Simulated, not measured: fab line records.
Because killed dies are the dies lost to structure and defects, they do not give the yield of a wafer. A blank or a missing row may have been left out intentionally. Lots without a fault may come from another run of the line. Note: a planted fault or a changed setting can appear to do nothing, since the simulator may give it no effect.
Matching of chambers ; flow sky130 ; 4 sister chambers for SKY_VIA2_CMP_02 on cmp-01
The step polishes SiO2. 14 wafers are shown with their chamber, then 7 later ones without.

WAFERS WITH THEIR CHAMBER
wafer;chamber;motor current A (A);slurry filter dp kPa (kPa);edge zone pressure frac
L941.1;3;16.1;13.76;1.002
L941.4;0;13.9;13.68;1.011
L941.6;0;13.6;13.69;1.005
L942.1;3;16.8;13.69;0.995
L942.5;2;13.2;13.49;0.996
L942.6;3;16.8;13.44;1.001
L944.1;2;13.8;13.51;0.997
L944.2;3;16.0;13.64;0.992
L944.6;0;13.0;13.54;1.009
L947.1;3;15.4;13.63;1.001
L947.3;0;12.8;13.47;0.994
L947.4;2;13.5;13.57;1.002
L952.1;1;12.0;13.31;0.991
L952.4;3;15.9;13.44;1.001

SIGNATURES (means of the wafers above)
reading;chamber 0;chamber 1;chamber 2;chamber 3;scatter within a chamber
motor current A;13.325;12.000;13.500;16.167;0.496
slurry filter dp kPa;13.5950;13.3100;13.5233;13.6000;0.112
edge zone pressure frac;1.00475;0.99100;0.99833;0.99867;0.00528
Rule: for each reading, subtract the chamber's mean from the wafer's reading, divide by that reading's scatter and square the result; add these up over the readings and take the root, which gives the wafer's distance from the chamber. The wafer belongs to the nearest chamber; if the next one is less than 2 further off, it can't be placed. How the scatter is found: for the shown wafers, subtract from each reading the mean of its chamber, square and add these, divide the total by (wafers less chambers), then take the root.

WAFERS WITHOUT THEIR CHAMBER
wafer;motor current A (A);slurry filter dp kPa (kPa);edge zone pressure frac
L952.5;13.4;13.41;0.998
L958.1;13.4;13.85;1.001
L958.3;13.4;13.57;0.999
L958.4;12.4;13.62;1.001
L961.4;14.1;13.66;0.999
L961.5;14.1;13.51;1.007
L961.6;16.2;13.52;0.997

CHAMBER TAKEN BY EACH
wafer;from the rows above;in truth
L952.5;can't be placed: 2 or 0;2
L958.1;can't be placed: 0 or 2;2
L958.3;can't be placed: 2 or 0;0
L958.4;can't be placed: 0 or 2 or 1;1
L961.4;can't be placed: 2 or 0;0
L961.5;can't be placed: 0 or 2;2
L961.6;3;3
Correct placement for 1 of the 7. From these rows, 6 cannot be placed; in 6 the true chamber is one of the candidates. 0 placed wrongly.
